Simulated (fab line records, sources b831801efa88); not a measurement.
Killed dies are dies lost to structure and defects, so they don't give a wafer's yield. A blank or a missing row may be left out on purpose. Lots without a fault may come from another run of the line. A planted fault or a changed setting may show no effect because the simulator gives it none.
Problem report in the 8D (eight disciplines) form, filled by code | flow sky130 | the parts of the form that need people (team, actions taken, sign-off) are left out

1. THE PROBLEM
SONOS_TUNNEL_TW at SKY_SONOS_TUNNEL_TW_MEAS_12 reads a mean of 110.1 on 6 wafers of 2 lots; wafers without a fault read 197.0 with a standard deviation of 2. That is -43 standard deviations from the usual mean.
First seen on wafer L903.1, day 17 15:20, on film_metro-01. The record holds 36 wafers of 12 lots with a number at this step. Rule for "out", or "out of limits": more than 4 standard deviations from the usual mean. The other wafers with a number count as sound.

2. WHAT IT IS AND WHAT IT IS NOT
question                    | is                     | is not
which readings at this step | SONOS_TUNNEL_TW        | -
which lots                  | L903, L906             | L886, L889, L890, L891, L892, L893, L895, L896, L904, L907
which wafers of those lots  | all that have a number | -
read on which gauges        | film_metro-01          | film_metro-03, film_metro-04
when                        | from day 17 15:20      | up to then (24 sound wafers); but 6 sound wafers of L904, L907 came after

3. SUSPECTS, AND WHAT RULES EACH OUT
Counting: a tool at a process step up to the reading stays a suspect if it ran every lot that is out and no sound lot after the first of them.
- the gauge at SKY_SONOS_TUNNEL_TW_MEAS_12: ruled out. All the wafers that are out were read on film_metro-01, but those of them that SKY_SONOS_TUNNEL_IMPLANT_09 has rows for are out there too, on other tools.
- implanter-02 at SKY_SONOS_TUNNEL_IMPLANT_09: kept. It ran every lot that is out, first L903 (day 17 14:50), and no sound lot after that; its last sound lot up to then is L893 (day 14 03:01). Its own readings are out on those wafers: dose_ions_cm2, faraday_current_uA.
Left after counting: implanter-02 at SKY_SONOS_TUNNEL_IMPLANT_09.

4. THE CAUSE (what the simulator had put in)
Process parameter drift: implanter-02, from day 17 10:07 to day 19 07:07, at SKY_SONOS_TUNNEL_IMPLANT_09. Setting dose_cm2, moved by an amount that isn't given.
Counting left only this tool.

5. THE CHAIN OF EFFECTS, in route order
Each row: a reading whose mean over the struck wafers that have a number lies more than 3 standard deviations from the usual. Only readings for which the record gives a usual standard deviation are gone through. hours: the time from each lot's start at the first step in this table that gives one to its start at this step, as a median over the lots. sigmas: the change in usual standard deviations.
hours | step                        | reading            | usual      | on struck wafers | change      | sigmas
0     | SKY_SONOS_TUNNEL_IMPLANT_09 | dose_ions_cm2      | 1.0001e+12 | 9.9300e+10       | -9.0080e+11 | -99 or more
0     | SKY_SONOS_TUNNEL_IMPLANT_09 | faraday_current_uA | 5.63       | 0.57             | -5.06       | -51
0     | SKY_SONOS_TUNNEL_TW_MEAS_12 | SONOS_TUNNEL_TW    | 197.0      | 110.1            | -86.9       | -43
The process steps in it:
- SKY_SONOS_TUNNEL_IMPLANT_09

6. WHAT WOULD HAVE CAUGHT IT SOONER
In this record the first reading out of limits at a measuring or inspecting step was taken at day 17 15:20, 5 hours after the fault began at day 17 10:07.
The tool's own readings at SKY_SONOS_TUNNEL_IMPLANT_09 were out on every struck wafer that the step has a row for (dose_ions_cm2, faraday_current_uA): an alarm limit on them would have fired on the first of those.
Of the lots that are out (2), L906 began SKY_SONOS_TUNNEL_IMPLANT_09 on implanter-02 after day 17 15:20. A hold on the tool at that time would have spared it.
